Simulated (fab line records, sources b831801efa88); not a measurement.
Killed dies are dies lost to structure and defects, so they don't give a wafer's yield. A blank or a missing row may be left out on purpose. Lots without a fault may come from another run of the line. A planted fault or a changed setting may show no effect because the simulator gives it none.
fab line records | flow sky130
record lots=5 wafers=15 last_day=50
route steps=708 shown RES_PROTECT@206 POLY_GATE@213 LDD_N@237 PAD_OPEN@708
lots that met no fault: from a run of the same line without faults
start_h: hours from the record's first day to the start of the lot's first wafer shown | wait_h: hours since the lot's step before | " the same as in the row above | L1.1+2: a row that stands for several wafers | - no value, or no start given | * or withheld: withheld | < > ~ a bound
route shown NAME@n: a module of which the file shows steps, and the number in the route of the first | usual: mean/standard deviation of fault-free wafers | same: alike in all rows | chamber/n: place in a boat | sites: the reading at each site | _std_site: their standard deviation | _edge_site: outer sites' mean less inner sites' | radius_mm: how far each site lies from the wafer's centre | mask NAME#n: copy n | behind: the tool/chamber that last shaped the wafer | hold: why the lot was held/for how many hours/how that ended | device: the transistor (n, p or np) that didn't switch | end of line: the same wafers' tests at the end of the route | a step without rows: its recipe alone | killed: dies lost to structure and defects at the first sort, not the wafer's yield | map: a wafer's dies, x killed, . not, _ none there
set.NAME: the setting as run; set.NAME@STEP: as run at that earlier step | model.NAME: the simulator's own value behind a step, which no gauge read
lots at some steps of the route; a table a step, a row a wafer
services: from which hour (start_h, from the record's first day; less than 0 if before it) a tool's chamber was out of use, for how many hours, and why
## steps
# step SKY_RES_PROTECT_DEHYDRATE_00
# recipe temp_c=200 time_s=60
# step SKY_RES_PROTECT_HMDS_01
# recipe prime_time_s=60 prime_temp_c=120
# step SKY_RES_PROTECT_COAT_02
# recipe resist=NOVOLAK spin_rpm=3000 resist_thk_nm=1140
# step SKY_RES_PROTECT_SOFTBAKE_03
# recipe temp_c=90 time_s=60 resist=NOVOLAK
# step SKY_RES_PROTECT_EXPOSE_04
# recipe mask_id=RPM na=0.6 source_shape=conventional sigma_outer=0.6 polarization=unpolarized target_cd_nm=1270 dose_mj=131
# step SKY_RES_PROTECT_PEB_05
# recipe temp_c=withheld time_s=* resist=NOVOLAK
# step SKY_RES_PROTECT_DEVELOP_06
# recipe resist=NOVOLAK developer=TMAH develop_time_s=60 dev_temp_c=23
# step SKY_POLY_GATE_IMPLANT_02
# recipe species=P energy_kev=30 dose_cm2=7.7e+15 tilt_deg=0
# step SKY_RES_PROTECT_STRIP_07
# recipe chemistry=O2/N2 power_w=1400 pressure_mtorr=1500 platen_temp_c=withheld o2_flow_sccm=3000 n2_flow_sccm=300 overash_fraction=0.5
# step SKY_RES_PROTECT_CLEAN_09
# recipe chemistry=SC1/SC2 mix=1:4:20 temp_c=70 time_s=150 dry=n2_spin
# step SKY_POLY_GATE_CVD_03
# recipe material=Si3N4 precursor=DCS/NH3 target_thk_nm=75 temp_c=770 time_s=1290 pressure_mtorr=250
# usual spike_tc_centre_C=771.0/1.1 spike_tc_top_C=784.9/1.3 susceptor_temp_C=770.0/0.34
# columns lot.wafer tool chamber start_h wait_h spike_tc_centre_C spike_tc_top_C susceptor_temp_C
L804.1 lpcvd-02 0 384.51 1.5 770.1 785.4 769.8
L804.2 " 0 " " 769.5 785.4 769.9
L804.4 " 0 " " 770.2 784.3 770.0
L809.3 lpcvd-02 1 427.94 1.0 770.1 785.3 770.7
L809.4 " 1 " " 770.3 785.4 770.7
L809.6 " 1 " " 771.2 787.5 770.3
L810.2 lpcvd-02 0 436.20 0.0 772.1 784.0 769.5
L810.4 " 0 " " 772.1 783.6 769.3
L810.6 " 0 " " 771.2 784.8 769.5
L811.2 lpcvd-02 1 440.25 0.0 770.7 785.4 769.7
L811.3 " 1 " " 768.6 785.5 769.8
L811.5 " 1 " " 769.3 786.4 770.2
L821.1 lpcvd-02 0 514.78 0.0 771.0 784.7 769.6
L821.4 " 0 " " 772.3 784.7 769.7
L821.5 " 0 " " 772.0 784.6 769.9
# step SKY_POLY_GATE_DEHYDRATE_05
# recipe temp_c=200 time_s=60
# step SKY_POLY_GATE_HMDS_06
# recipe prime_time_s=60 prime_temp_c=120
# step SKY_POLY_GATE_COAT_07
# recipe resist=BARC temp_c=withheld time_s=withheld spin_rpm=3000 resist_thk_nm=110
# step SKY_POLY_GATE_COAT_08
# recipe resist=KrF-thick spin_rpm=3000 resist_thk_nm=450
# step SKY_POLY_GATE_SOFTBAKE_09
# recipe temp_c=100 time_s=90 resist=KrF-thick
# step SKY_POLY_GATE_EXPOSE_10
# recipe mask_id=P1M na=0.68 source_shape=conventional sigma_outer=0.6 target_cd_nm=150 dose_mj=28
# step SKY_POLY_GATE_PEB_11
# recipe peb_temp_c=withheld peb_time_s=withheld resist=KrF-thick
# step SKY_POLY_GATE_DEVELOP_12
# recipe develop_time_s=60 resist=KrF-thick dev_temp_c=21
# step SKY_POLY_GATE_ETCH_15
# recipe chemistry=N2/H2 target=BARC ion_energy_ev=200 source_w=500 bias_w=100 pressure_mtorr=30 n2_flow_sccm=100 h2_flow_sccm=200 stop_on=SiO2 time_s=118.5 target_depth_a=1100
# step SKY_POLY_GATE_ETCH_16
# recipe stop_on=poly-Si chemistry=CH3F/O2 target=Si3N4 source_w=400 bias_w=80 pressure_mtorr=25 ch3f_flow_sccm=40 O2_flow_sccm=30 time_s=147.5 target_depth_a=750
# step SKY_POLY_GATE_ETCH_17
# recipe target_depth_nm=180 stop_on=SiO2 over_etch_frac=0.56667 chemistry=HBr/Cl2 target=poly-Si icp_w=400 bias_w=100 pressure_mtorr=10 HBr_flow_sccm=150 Cl2_flow_sccm=50 time_s=70.5
# step SKY_POLY_GATE_STRIP_18
# recipe chemistry=O2/N2 power_w=1400 pressure_mtorr=1500 platen_temp_c=withheld o2_flow_sccm=3000 n2_flow_sccm=300 overash_fraction=0.5
# step SKY_POLY_GATE_CLEAN_19
# recipe chemistry=SC1/SC2 mix=1:4:20 temp_c=70 time_s=150 dry=n2_spin
# step SKY_POLY_GATE_OXIDATION_20
# recipe temp_c=850 ambient=O2 stabilise_s=600 purge_s=300 target_thk_a=40 ox_time_s=899
# step SKY_LDD_N_DEHYDRATE_00
# recipe temp_c=200 time_s=60
# step SKY_LDD_N_HMDS_01
# recipe prime_time_s=60 prime_temp_c=120
# step SKY_LDD_N_COAT_02
# recipe resist=NOVOLAK spin_rpm=3000 resist_thk_nm=300
# step SKY_LDD_N_SOFTBAKE_03
# recipe temp_c=90 time_s=60 resist=NOVOLAK
# step SKY_LDD_N_EXPOSE_04
# recipe mask_id=NTM target_cd_nm=840 na=0.6 source_shape=conventional sigma_outer=0.6 dose_mj=110
# step SKY_LDD_N_PEB_05
# recipe temp_c=withheld time_s=* resist=NOVOLAK
# step SKY_LDD_N_DEVELOP_06
# recipe develop_time_s=60 dev_temp_c=23
# step SKY_LDD_N_IMPLANT_08
# recipe species=As energy_kev=20 dose_cm2=7.5e+13 tilt_deg=withheld rotation_deg=23
# step SKY_LDD_N_IMPLANT_09
# recipe species=As energy_kev=20 dose_cm2=7.5e+13 tilt_deg=withheld rotation_deg=113
# step SKY_PAD_OPEN_PROBE_99
# usual killed_at_M0_to_M3=42/6.7 killed_at_M4_up=3.0/1.9 killed_at_contacts=24/5.3 killed_at_front_end=16/4.3 killed_at_other=0.4/0.71 killed_dies=85/9.6 killed_open=46/6.5 killed_short=39/6.7
# same gross_dies=492 killed_at_back_side=0
# columns lot.wafer tool chamber start_h wait_h hold killed_at_M0_to_M3 killed_at_M4_up killed_at_contacts killed_at_front_end killed_at_other killed_dies killed_open killed_short
L804.1 prober-01 - 1117.15 0.1 - 39 4 31 27 0 101 52 49
L804.2 prober-01 - 1117.20 0.1 - 45 4 22 15 0 86 53 33
L804.4 prober-01 - 1117.30 0.2 - 36 3 25 17 1 82 42 40
L809.3 prober-02 - 1155.20 0.2 await_dispo/1.7h/release 35 3 17 53 1 109 39 38
L809.4 prober-02 - 1155.25 0.2 await_dispo/1.7h/release 33 3 18 40 0 94 34 30
L809.6 prober-02 - 1155.35 0.2 await_dispo/1.7h/release 27 5 24 46 0 102 43 29
L810.2 prober-01 - 1156.15 0.1 await_dispo/3.0h/release 24 3 26 51 0 104 31 27
L810.4 prober-01 - 1156.25 0.2 await_dispo/3.0h/release 39 4 22 55 1 121 36 38
L810.6 prober-01 - 1156.35 0.2 await_dispo/3.0h/release 29 3 22 52 0 106 38 32
L811.2 prober-02 - 1159.39 0.1 await_dispo/4.6h/release 50 5 24 43 0 122 46 46
L811.3 prober-02 - 1159.44 0.2 await_dispo/4.6h/release 37 1 30 47 0 115 45 40
L811.5 prober-02 - 1159.54 0.2 await_dispo/4.6h/release 48 6 22 49 0 125 59 31
L821.1 prober-02 - 1198.00 0.1 - 57 1 30 27 0 115 51 63
L821.4 prober-02 - 1198.15 0.2 - 48 1 26 20 0 95 51 43
L821.5 prober-02 - 1198.20 0.2 - 45 2 24 18 0 89 48 41
# killed by level:class
L804.1 METAL1:geometric_particle:short=13 LI_CONTACT:geometric_particle:open=11 VIA1:geometric_particle:open=9 VIA2:geometric_particle:open=8 CONTACT:geometric_particle:short=8 FIELD_ISO:geometric_particle:short=7 POLY_GATE:geometric_particle:short=7 FIELD_ISO:geometric_particle:open=6
L804.2 VIA1:geometric_particle:open=12 LI_CONTACT:geometric_particle:open=10 CONTACT:geometric_particle:open=7 VIA1:geometric_particle:short=6 METAL2:geometric_particle:short=5 VIA2:geometric_particle:open=5 VIA3:geometric_particle:open=5 POLY_GATE:geometric_particle:open=4
L804.4 VIA1:geometric_particle:open=9 LI_CONTACT:geometric_particle:open=8 CONTACT:geometric_particle:short=8 CONTACT:geometric_particle:open=6 VIA2:geometric_particle:open=6 POLY_GATE:geometric_particle:open=5 POLY_GATE:geometric_particle:short=5 VIA3:geometric_particle:open=5
L809.3 POLY_GATE:unspecified=31 VIA1:geometric_particle:open=9 LI_CONTACT:geometric_particle:open=6 FIELD_ISO:geometric_particle:short=5 POLY_GATE:geometric_particle:open=5 METAL1:geometric_particle:short=5 VIA1:geometric_particle:short=5 POLY_GATE:geometric_particle:short=4
L809.4 POLY_GATE:unspecified=30 VIA1:geometric_particle:open=9 LI_CONTACT:geometric_particle:open=6 CONTACT:geometric_particle:open=6 METAL2:geometric_particle:short=6 VIA2:geometric_particle:open=5 FIELD_ISO:geometric_particle:short=3 METAL1:geometric_particle:short=3
L809.6 POLY_GATE:unspecified=30 LI_CONTACT:geometric_particle:open=10 VIA1:geometric_particle:open=8 CONTACT:geometric_particle:open=8 FIELD_ISO:geometric_particle:short=5 POLY_GATE:geometric_particle:short=5 VIA3:geometric_particle:open=5 VIA2:geometric_particle:short=4
L810.2 POLY_GATE:unspecified=45 LI_CONTACT:geometric_particle:open=10 CONTACT:geometric_particle:open=7 LOCAL_INTERCONNECT:geometric_particle:short=4 METAL2:geometric_particle:short=4 VIA2:geometric_particle:open=4 VIA3:geometric_particle:short=4 VIA1:geometric_particle:open=3
L810.4 POLY_GATE:unspecified=44 VIA1:geometric_particle:open=7 VIA2:geometric_particle:open=7 CONTACT:geometric_particle:open=6 LI_CONTACT:geometric_particle:open=5 METAL1:geometric_particle:short=5 VIA1:geometric_particle:short=5 VIA3:geometric_particle:open=4
L810.6 POLY_GATE:unspecified=36 LI_CONTACT:geometric_particle:open=8 LI_CONTACT:geometric_particle:short=6 VIA1:geometric_particle:open=6 FIELD_ISO:geometric_particle:short=5 VIA2:geometric_particle:open=5 POLY_GATE:geometric_particle:open=4 CONTACT:geometric_particle:short=4
L811.2 POLY_GATE:unspecified=27 VIA1:geometric_particle:open=17 METAL2:geometric_particle:short=10 VIA3:geometric_particle:open=8 CONTACT:geometric_particle:open=7 POLY_GATE:geometric_particle:short=5 LI_CONTACT:geometric_particle:open=5 CONTACT:geometric_particle:short=5
L811.3 POLY_GATE:unspecified=30 VIA1:geometric_particle:open=11 FIELD_ISO:geometric_particle:open=7 LI_CONTACT:geometric_particle:open=6 LOCAL_INTERCONNECT:geometric_particle:short=6 CONTACT:geometric_particle:open=6 LI_CONTACT:geometric_particle:short=5 CONTACT:geometric_particle:short=5
L811.5 POLY_GATE:unspecified=34 VIA1:geometric_particle:open=15 VIA2:geometric_particle:open=7 CONTACT:geometric_particle:open=6 METAL1:geometric_particle:open=6 FIELD_ISO:geometric_particle:open=5 LI_CONTACT:geometric_particle:open=5 CONTACT:geometric_particle:short=5
L821.1 CONTACT:geometric_particle:open=10 VIA3:geometric_particle:short=9 VIA2:geometric_particle:open=8 METAL2:geometric_particle:short=8 FIELD_ISO:geometric_particle:open=7 POLY_GATE:geometric_particle:short=7 LI_CONTACT:geometric_particle:open=7 METAL1:geometric_particle:short=7
L821.4 VIA1:geometric_particle:open=17 METAL1:geometric_particle:short=7 POLY_GATE:geometric_particle:short=6 LI_CONTACT:geometric_particle:open=6 CONTACT:geometric_particle:open=6 VIA3:geometric_particle:open=6 LI_CONTACT:geometric_particle:short=5 LOCAL_INTERCONNECT:geometric_particle:short=5
L821.5 POLY_GATE:geometric_particle:open=10 CONTACT:geometric_particle:open=9 VIA1:geometric_particle:open=7 LI_CONTACT:geometric_particle:open=7 METAL3:geometric_particle:short=7 VIA3:geometric_particle:open=7 METAL2:geometric_particle:short=5 METAL1:geometric_particle:short=5
# map L809.3 (x killed, . not)
__________.........._________
________......x......._______
______......x..x.....x.._____
_____xx.x..x........x.x..____
____.xx.....xx..........x.___
___.............xx.......x.__
__.xx.x...............x....._
_.....x...x...x............x.
_....x..x.x.............x....
_..........x....x..x..x..xx..
_......x.xxx...x....x........
_......x....x.......x.x......
_...x.................x......
_...xx..............xx..x....
_...........x..x....xxxx.xxxx
__x.x......x....x....xxxxxxx_
___...x...x......xx..xxxxxx__
____...x...........x.xxxxx___
_____....xx.x.......xxxxx____
______.....xx......x.xxx_____
________.x...xx......._______
__________....x....._________
# map L810.4 (x killed, . not)
__________...x....x._________
________...........x.._______
______.x....xxx........._____
_____..xx....xx...x..x.x.____
____...x..x..x...........x___
___x..xx.x..x........x..xxx__
__.....xx.x..x...x.........x_
_.........xx........xx.......
_..........................x.
_x.........x..........x.xx...
_.x...x...x..............x...
_........x..x.x.....x........
_......x.x..x..............x.
_..........x....x..........x.
_.....x......................
__..x..........x..x.xx.x.x.._
___....x..x......xxxxxxx.x.__
____...........x.xxxxxxxx.___
_____...x.x..x.x.xxxxxxxx____
______..x..x.x..xxxxxxxx_____
________x......xxxxxxx_______
__________...x.xx.xx_________
## services
# columns tool chamber start_h hours kind
lpcvd-02 - 369.61 2.1 repair
lpcvd-02 - 485.74 2.4 repair
## key
first_sign step=SKY_PAD_OPEN_PROBE_99 reading=killed_at_front_end direction=up sigmas=7.6 usual=16 struck=48
effect step=SKY_PAD_OPEN_PROBE_99 reading=killed_dies direction=up sigmas=2.6 usual=85 struck=111
met_at SKY_POLY_GATE_CVD_03
struck_wafers L809.3,L809.4,L809.6,L810.2,L810.4,L810.6,L811.2,L811.3,L811.5
tester_left_out L809,L810,L811
onset_between 384.51 427.94
fault kind=chamber_particle_source tool=lpcvd-02 chamber=- onset_h=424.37 steps=SKY_POLY_GATE_CVD_03 rate_per_visit_cm2=0.83453 end_h=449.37
# tester_left_out: of these lots the tester's yield and bins aren't shown, on N5 and GAA mostly nor the transistor test; their killed dies are dies lost to structure and defects alone, not to doping, threshold or leakage, so they don't give the yield
